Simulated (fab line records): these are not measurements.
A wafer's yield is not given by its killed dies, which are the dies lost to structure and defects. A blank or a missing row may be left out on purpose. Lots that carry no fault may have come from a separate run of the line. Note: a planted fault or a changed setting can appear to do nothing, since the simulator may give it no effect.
Matching of chambers || flow gf180mcu || pecvd-02 running GF_V2_CVD_02: 3 sister chambers
The step deposits SiO2 from TEOS, target thk 850 nm, time 94.851 s. 3 wafers are shown with their chamber, then 8 later ones without.

## WAFERS WITH THEIR CHAMBER
{"wafer": "L082.5", "chamber": 2, "heater_power_w (W)": 617}
{"wafer": "L082.6", "chamber": 1, "heater_power_w (W)": 643}
{"wafer": "L084.1", "chamber": 0, "heater_power_w (W)": 599}

## WAFERS WITHOUT THEIR CHAMBER
{"wafer": "L084.2", "heater_power_w (W)": 621}
{"wafer": "L084.5", "heater_power_w (W)": 658}
{"wafer": "L095.3", "heater_power_w (W)": 656}
{"wafer": "L095.5", "heater_power_w (W)": 656}
{"wafer": "L095.6", "heater_power_w (W)": 588}
{"wafer": "L097.2", "heater_power_w (W)": 677}
{"wafer": "L097.3", "heater_power_w (W)": 564}
{"wafer": "L097.6", "heater_power_w (W)": 593}

## CHAMBER TAKEN BY EACH
{"wafer": "L084.2", "from the rows above": "can't be placed: 2 or 0 or 1", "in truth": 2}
{"wafer": "L084.5", "from the rows above": "can't be placed: 1 or 2", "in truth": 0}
{"wafer": "L095.3", "from the rows above": "can't be placed: 1 or 2", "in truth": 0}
{"wafer": "L095.5", "from the rows above": "can't be placed: 1 or 2", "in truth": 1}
{"wafer": "L095.6", "from the rows above": "can't be placed: 0 or 2", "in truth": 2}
{"wafer": "L097.2", "from the rows above": "can't be placed: 1 or 2", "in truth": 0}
{"wafer": "L097.3", "from the rows above": "can't be placed: 0 or 2", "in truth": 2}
{"wafer": "L097.6", "from the rows above": "can't be placed: 0 or 2", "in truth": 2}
Correct placement for 0 of the 8. Unplaceable from these rows: 8, with the true chamber sitting among the candidates in 5. 0 placed wrongly.
How it was worked out, from the rows above alone: a wafer's distance from a chamber is the root of the sum, over the readings, of the square of ((its reading less the chamber's mean) divided by the reading's scatter). The wafer belongs to the nearest chamber; if the next one is less than 2 further off, it can't be placed. The mean given for a chamber averages the wafers shown for that chamber. The scatter: with one shown wafer a chamber, the root of the mean of the squares of how far each hidden wafer lies from its nearest shown one.
